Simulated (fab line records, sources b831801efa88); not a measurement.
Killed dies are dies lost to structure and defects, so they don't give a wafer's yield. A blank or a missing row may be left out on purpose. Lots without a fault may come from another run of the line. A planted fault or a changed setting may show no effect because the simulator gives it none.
Which tool did it? | flow sky130 | 14 lots, 42 wafers sampled, at 5 steps of a route of 708

WHAT THE GAUGES READ, wafer by wafer
SKY_SONOS_TUNNEL_OVL_MEAS_08. Usual: SONOS_TUNNEL_OVL 0.3 nm, standard deviation 1.7.
lot  | measured     | on         | SONOS_TUNNEL_OVL (nm) | flag
L407 | day 11 12:11 | overlay-02 | 2.3 3.2 0.5           |
L408 | day 11 18:26 | overlay-02 | 3.1 1.5 1.9           |
L409 | day 11 23:34 | overlay-01 | 0.4 -1.5 0.9          |
L411 | day 12 18:14 | overlay-02 | -1.5 -1.9 -1.5        |
L412 | day 12 22:52 | overlay-01 | -1.3 0.2 -1.6         |
L413 | day 13 07:47 | overlay-01 | -1.4 -1.3 0.0         |
L414 | day 13 16:56 | overlay-01 | -2.3 -1.2 -2.0        |
L422 | day 16 12:29 | overlay-01 | -0.8 0.1 0.2          |
L423 | day 17 01:41 | overlay-01 | -0.6 -0.2 -2.0        |
L424 | day 17 06:40 | overlay-01 | -2.1 -1.4 -2.8        |
L426 | day 17 18:18 | overlay-01 | -0.1 0.6 0.4          |
L427 | day 18 03:38 | overlay-01 | -0.4 -0.8 -1.3        |
L428 | day 19 01:15 | overlay-02 | 2.0 2.0 3.0           |
L430 | day 19 06:08 | overlay-02 | 2.6 2.8 2.6           |

SKY_SONOS_TUNNEL_TW_MEAS_12. Usual: SONOS_TUNNEL_TW 197.5, standard deviation 1.7.
lot  | measured     | on            | SONOS_TUNNEL_TW   | flag
L407 | day 11 12:39 | film_metro-02 | 197.4 196.8 198.1 |
L408 | day 11 18:53 | film_metro-04 | 196.0 193.8 195.2 |
L409 | day 12 00:01 | film_metro-02 | 199.0 198.5 198.6 |
L411 | day 12 18:41 | film_metro-02 | 199.6 198.5 198.8 |
L412 | day 12 23:19 | film_metro-03 | 196.6 198.0 197.1 |
L413 | day 13 08:14 | film_metro-02 | 198.2 198.5 198.8 |
L414 | day 13 17:24 | film_metro-04 | 193.2 194.7 193.3 |
L422 | day 16 12:59 | film_metro-03 | 196.7 197.9 196.3 |
L423 | day 17 02:08 | film_metro-02 | 198.9 197.8 198.2 |
L424 | day 17 07:08 | film_metro-02 | 197.6 199.3 198.8 |
L426 | day 17 18:45 | film_metro-02 | 198.4 198.4 199.0 |
L427 | day 18 04:06 | film_metro-02 | 198.9 199.5 199.1 |
L428 | day 19 01:43 | film_metro-04 | 194.4 193.6 195.2 |
L430 | day 19 06:37 | film_metro-02 | 197.7 196.7 197.0 |

SKY_POLY_GATE_THK_MEAS_04. Usual: POLY_GATE_CVD_03_THK 75.2 nm, standard deviation 0.71.
lot  | measured     | on            | POLY_GATE_CVD_03_THK (nm) | flag
L407 | day 15 07:15 | film_metro-02 | 74.0 75.0 74.7            |
L408 | day 15 16:06 | film_metro-04 | 74.9 75.6 75.3            |
L409 | day 15 20:28 | film_metro-04 | 74.8 74.8 75.3            |
L411 | day 16 20:08 | film_metro-02 | 74.4 74.7 74.1            |
L412 | day 16 21:31 | film_metro-02 | 75.3 75.4 75.1            |
L413 | day 17 08:12 | film_metro-04 | 38.8 39.6 39.1            | OFF
L414 | day 17 18:37 | film_metro-04 | 39.3 39.1 39.6            | OFF
L422 | day 20 19:02 | film_metro-02 | 75.3 76.0 76.0            |
L423 | day 21 11:11 | film_metro-02 | 74.9 75.1 75.1            |
L424 | day 21 16:42 | film_metro-04 | 75.3 75.4 75.2            |
L426 | day 22 02:48 | film_metro-04 | 76.4 76.2 76.6            |
L427 | day 22 15:40 | film_metro-02 | 74.5 74.4 74.3            |
L428 | day 23 16:02 | film_metro-04 | 74.1 74.1 74.1            |
L430 | day 23 16:02 | film_metro-02 | 76.6 75.4 76.5            |

WHICH TOOL RAN EACH LOT (tool, then ch and the chambers of the sampled wafers, then the start)
lot  | SKY_VT_ADJUST_PCH_STRIP_09           | SKY_POLY_GATE_CVD_03
L407 | plasma_asher-03 ch 0,1, day 10 13:03 | lpcvd-02 ch 1, day 15 05:53
L408 | plasma_asher-03 ch 1, day 10 19:13   | lpcvd-02 ch 0, day 15 14:44
L409 | plasma_asher-03 ch 0,1, day 10 23:05 | lpcvd-02 ch 0, day 15 19:05
L411 | plasma_asher-01 ch 0,1, day 11 17:22 | lpcvd-02 ch 1, day 16 18:47
L412 | plasma_asher-03 ch 0,1, day 11 21:12 | lpcvd-02 ch 1, day 16 20:08
L413 | plasma_asher-01 ch 0,1, day 12 06:32 | lpcvd-02 ch 0, day 17 06:50
L414 | plasma_asher-03 ch 0,1, day 12 15:29 | lpcvd-02 ch 0, day 17 17:16
L422 | plasma_asher-01 ch 0,1, day 15 08:14 | lpcvd-02 ch 1, day 20 17:41
L423 | plasma_asher-02 ch 0,1, day 15 21:53 | lpcvd-02 ch 0, day 21 09:49
L424 | plasma_asher-02 ch 0,1, day 16 02:45 | lpcvd-02 ch 0, day 21 14:39
L426 | plasma_asher-02 ch 0, day 16 13:31   | lpcvd-02 ch 0, day 22 01:26
L427 | plasma_asher-02 ch 1, day 16 22:15   | lpcvd-02 ch 0, day 22 14:17
L428 | plasma_asher-01 ch 0,1, day 17 18:43 | lpcvd-02 ch 0, day 23 14:40
L430 | plasma_asher-02 ch 0,1, day 17 23:32 | lpcvd-02 ch 0, day 23 14:40
- SKY_VT_ADJUST_PCH_STRIP_09: strips in O2/N2.
- SKY_POLY_GATE_CVD_03: deposits Si3N4 from DCS/NH3, target thk 75 nm, time 1290 s.

WHAT THE TOOLS THEMSELVES READ (means of the sampled wafers that have a number; where no wafer has one, the mark that the record gives instead)
SKY_VT_ADJUST_PCH_STRIP_09. Usual: chamber_pressure_mTorr 1500.0 mTorr, standard deviation 1.5; drypump_motor_current_A 5.4 A, standard deviation 0.34; o2_flow_sccm 2999 sccm, standard deviation 9; oes_product_au 0.723 a.u., standard deviation 0.0043; strip_time_to_endpoint_s 36.92 s, standard deviation 0.085.
lot  | tool            | chamber_pressure_mTorr (mTorr) | drypump_motor_current_A (A) | o2_flow_sccm (sccm) | oes_product_au (a.u.) | strip_time_to_endpoint_s (s) | flag
L407 | plasma_asher-03 | 1500.6                         | 5.0                         | 2991                | 0.718                 | 36.75                        |
L408 | plasma_asher-03 | 1499.4                         | 4.8                         | 3000                | 0.721                 | 36.92                        |
L409 | plasma_asher-03 | 1499.9                         | 5.0                         | 2996                | 0.723                 | 36.85                        |
L411 | plasma_asher-01 | 1500.3                         | 5.3                         | 2996                | 0.722                 | 37.00                        |
L412 | plasma_asher-03 | 1501.7                         | 5.1                         | 3003                | 0.719                 | 36.94                        |
L413 | plasma_asher-01 | 1499.5                         | 5.2                         | 2996                | 0.724                 | 36.98                        |
L414 | plasma_asher-03 | 1500.9                         | 5.0                         | 3004                | 0.723                 | 36.87                        |
L422 | plasma_asher-01 | 1501.3                         | 5.4                         | 3003                | 0.724                 | 36.88                        |
L423 | plasma_asher-02 | 1501.4                         | 5.8                         | 3001                | 0.724                 | 36.83                        |
L424 | plasma_asher-02 | 1499.0                         | 5.8                         | 3002                | 0.722                 | 36.95                        |
L426 | plasma_asher-02 | 1500.2                         | 5.7                         | 3008                | 0.724                 | 36.98                        |
L427 | plasma_asher-02 | 1498.2                         | 5.8                         | 3011                | 0.723                 | 36.99                        |
L428 | plasma_asher-01 | 1499.8                         | 5.3                         | 3003                | 0.722                 | 36.95                        |
L430 | plasma_asher-02 | 1498.7                         | 5.8                         | 3001                | 0.720                 | 36.90                        |

SKY_POLY_GATE_CVD_03. Usual: spike_tc_bottom_C 788.7 C, standard deviation 0.98.
lot  | tool     | spike_tc_bottom_C (C) | flag
L407 | lpcvd-02 | 789.0                 |
L408 | lpcvd-02 | 789.4                 |
L409 | lpcvd-02 | 787.6                 |
L411 | lpcvd-02 | 788.5                 |
L412 | lpcvd-02 | 788.9                 |
L413 | lpcvd-02 | 788.3                 |
L414 | lpcvd-02 | 788.5                 |
L422 | lpcvd-02 | 789.1                 |
L423 | lpcvd-02 | 788.5                 |
L424 | lpcvd-02 | 788.8                 |
L426 | lpcvd-02 | 788.3                 |
L427 | lpcvd-02 | 787.9                 |
L428 | lpcvd-02 | 788.0                 |
L430 | lpcvd-02 | 789.0                 |

THE ANSWER, worked out from the rows above alone
Rule: a lot is off if the mean of its wafers that have a number lies more than 3 standard deviations from the usual mean. A lot without any number at a reading at which 4 lots or more have one is off too. The other lots that the step has rows for count as sound. The gauges are gone through in route order, then the tools' own readings, and for those a lot's mean is taken as printed above. The first step at which some lot is off is used, and at that step the reading that is off furthest; a lot without a number counts as furthest.
Off: L413, L414, at SKY_POLY_GATE_THK_MEAS_04 (POLY_GATE_CVD_03_THK).
A tool fits if, at a process step before that reading, it ran every lot that is off, and no sound lot after the first of them. The gauges at SKY_POLY_GATE_THK_MEAS_04 are tried like those tools. None of those tried fits.

WHAT THE SIMULATOR HAD PUT IN
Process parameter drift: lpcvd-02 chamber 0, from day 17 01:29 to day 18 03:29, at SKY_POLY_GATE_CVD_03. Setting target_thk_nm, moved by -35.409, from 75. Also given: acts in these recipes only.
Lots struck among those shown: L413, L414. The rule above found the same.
